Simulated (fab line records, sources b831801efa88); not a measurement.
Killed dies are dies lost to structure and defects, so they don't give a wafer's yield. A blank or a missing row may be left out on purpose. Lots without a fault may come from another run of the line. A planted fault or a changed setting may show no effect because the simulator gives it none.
A struck lot beside a sound one | flow sky130 | 40 steps out of a route of 708
Sound: wafers L517.3, L517.4, L517.6. Struck: wafers L523.1, L523.4, L523.6. The cause comes at the end.
At each step with rows: each side's tool, then ch and its chambers, then its first start. Under that, the readings that differ: sound wafers | struck wafers | difference of the means | sigmas: that difference in standard deviations of wafers without a fault.
alike: readings whose means differ by less than 2 such deviations, and words and numbers that are the same on both sides. not compared: withheld readings, readings that some wafer has no value for, bounds like >300 that may hide the same value, and numbers for which the record gives no deviation and whose values overlap.
The two part at a step that has a row with sigmas, a row that says differs or no value, or rows on one side only. Numbers that don't overlap but have no deviation are shown without sigmas and don't part them. A reading that every wafer of one side lacks parts them only if that side has two wafers or more.

first, 9 steps without rows for these wafers: SKY_LDD_P_COAT_02 (resist thk 1140 nm); SKY_LDD_P_SOFTBAKE_03 (time 60 s); SKY_LDD_P_EXPOSE_04 (exposes mask PSDM, target cd 380 nm); SKY_LDD_P_PEB_05; SKY_LDD_P_DEVELOP_06 (develop time 60 s); SKY_LDD_P_IMPLANT_09; SKY_LDD_P_STRIP_10 (strips in O2/N2); SKY_LDD_HVN_DEHYDRATE_00 (time 60 s); SKY_LDD_HVN_HMDS_01 (prime time 60 s).
SKY_LDD_HVN_COAT_02: resist thk 300 nm.
  sound on litho_track-01 ch 0, day 23 10:27; struck on litho_track-01, day 25 08:21
  no value came back on the struck wafers for chill_plate_temp_C (C), dispense_pressure_kPa (kPa); on the sound wafers chill_plate_temp_C (C) reads 23.37 23.10 23.14
then, 4 steps without rows for these wafers: SKY_LDD_HVN_SOFTBAKE_03 (time 60 s); SKY_LDD_HVN_EXPOSE_04 (exposes mask HVNTM, target cd 700 nm); SKY_LDD_HVN_PEB_05; SKY_LDD_HVN_DEVELOP_06 (develop time 60 s).
SKY_LDD_HVN_OVL_MEAS_07:
  sound on overlay-02, day 24 02:32; struck on overlay-02, day 25 22:48
  reading          | sound         | struck | difference                    | sigmas
  LDD_HVN_OVL (nm) | 0.1 -0.7 -0.8 | - - -  | no value on the struck wafers |
then, 11 steps without rows for these wafers: SKY_LDD_HVN_IMPLANT_08; SKY_LDD_HVN_STRIP_09 (strips in O2/N2); SKY_LDD_HVP_DEHYDRATE_00 (time 60 s); SKY_LDD_HVP_HMDS_01 (prime time 60 s); SKY_LDD_HVP_COAT_02 (resist thk 300 nm); SKY_LDD_HVP_SOFTBAKE_03 (time 60 s); SKY_LDD_HVP_EXPOSE_04 (exposes mask HVPTM, target cd 700 nm); SKY_LDD_HVP_PEB_05; SKY_LDD_HVP_DEVELOP_06 (develop time 60 s); SKY_LDD_HVP_IMPLANT_08; SKY_LDD_HVP_STRIP_09 (strips in O2/N2).
SKY_LDD_HVP_TW_MEAS_10:
  sound on film_metro-02, day 25 08:23; struck on film_metro-02, day 27 03:14
  reading    | sound       | struck         | difference | sigmas
  LDD_HVP_TW | 449 452 451 | 1441 1442 1434 | +988       | +99 or more
then, 9 steps without rows for these wafers: SKY_LDD_LDN_DEHYDRATE_00 (time 60 s); SKY_LDD_LDN_HMDS_01 (prime time 60 s); SKY_LDD_LDN_COAT_02 (resist thk 1140 nm); SKY_LDD_LDN_SOFTBAKE_03 (time 60 s); SKY_LDD_LDN_EXPOSE_04 (exposes mask LDNTM, target cd 700 nm); SKY_LDD_LDN_PEB_05; SKY_LDD_LDN_DEVELOP_06 (develop time 60 s); SKY_LDD_LDN_IMPLANT_08; SKY_LDD_LDN_IMPLANT_09.
SKY_LDD_LDN_TW_MEAS_13:
  sound on film_metro-03, day 26 13:28; struck on film_metro-03, day 28 08:20
  reading    | sound          | struck         | difference | sigmas
  LDD_LDN_TW | 1477 1473 1484 | 1824 1820 1825 | +345       | +25
-- the record jumps here: 3 days lie between the struck wafers' starts before and after (it left off in module LDD_LDN and takes up again in module SD_P, whose first step shown is number 331 of the route) --
SKY_SD_P_TW_MEAS_11:
  sound on film_metro-02, day 29 00:40; struck on film_metro-01, day 30 20:50
  reading | sound          | struck         | difference | sigmas
  SD_P_TW | 2819 2801 2823 | 2889 2904 2910 | +87        | +6
SKY_RES_XHIGH_TW_MEAS_09:
  sound on film_metro-01, day 30 04:33; struck on film_metro-01, day 31 23:21
  reading      | sound          | struck         | difference | sigmas
  RES_XHIGH_TW | 1627 1620 1635 | 1916 1912 1909 | +285       | +30
-- the record jumps here: 17 days lie between the struck wafers' starts before and after (it left off in module RES_XHIGH and takes up again in module PAD_OPEN, whose first step shown is number 708 of the route) --
SKY_PAD_OPEN_PROBE_99:
  sound on prober-01, day 48 06:31; struck on prober-01, day 49 09:28
  reading             | sound    | struck      | difference | sigmas
  killed_at_front_end | 10 17 12 | 400 419 419 | +400       | +89
  killed_dies         | 66 93 80 | 492 492 492 | +412       | +43
  killed_on_rim       | 18 18 13 | 96 96 96    | +80        | +20
  alike: killed_at_M0_to_M3, killed_at_M4_up, killed_at_contacts, killed_at_other, killed_open, killed_short

WHERE THEY PART
First at SKY_LDD_HVN_COAT_02; last, within this record, at SKY_PAD_OPEN_PROBE_99.

WHY: what the simulator had put in
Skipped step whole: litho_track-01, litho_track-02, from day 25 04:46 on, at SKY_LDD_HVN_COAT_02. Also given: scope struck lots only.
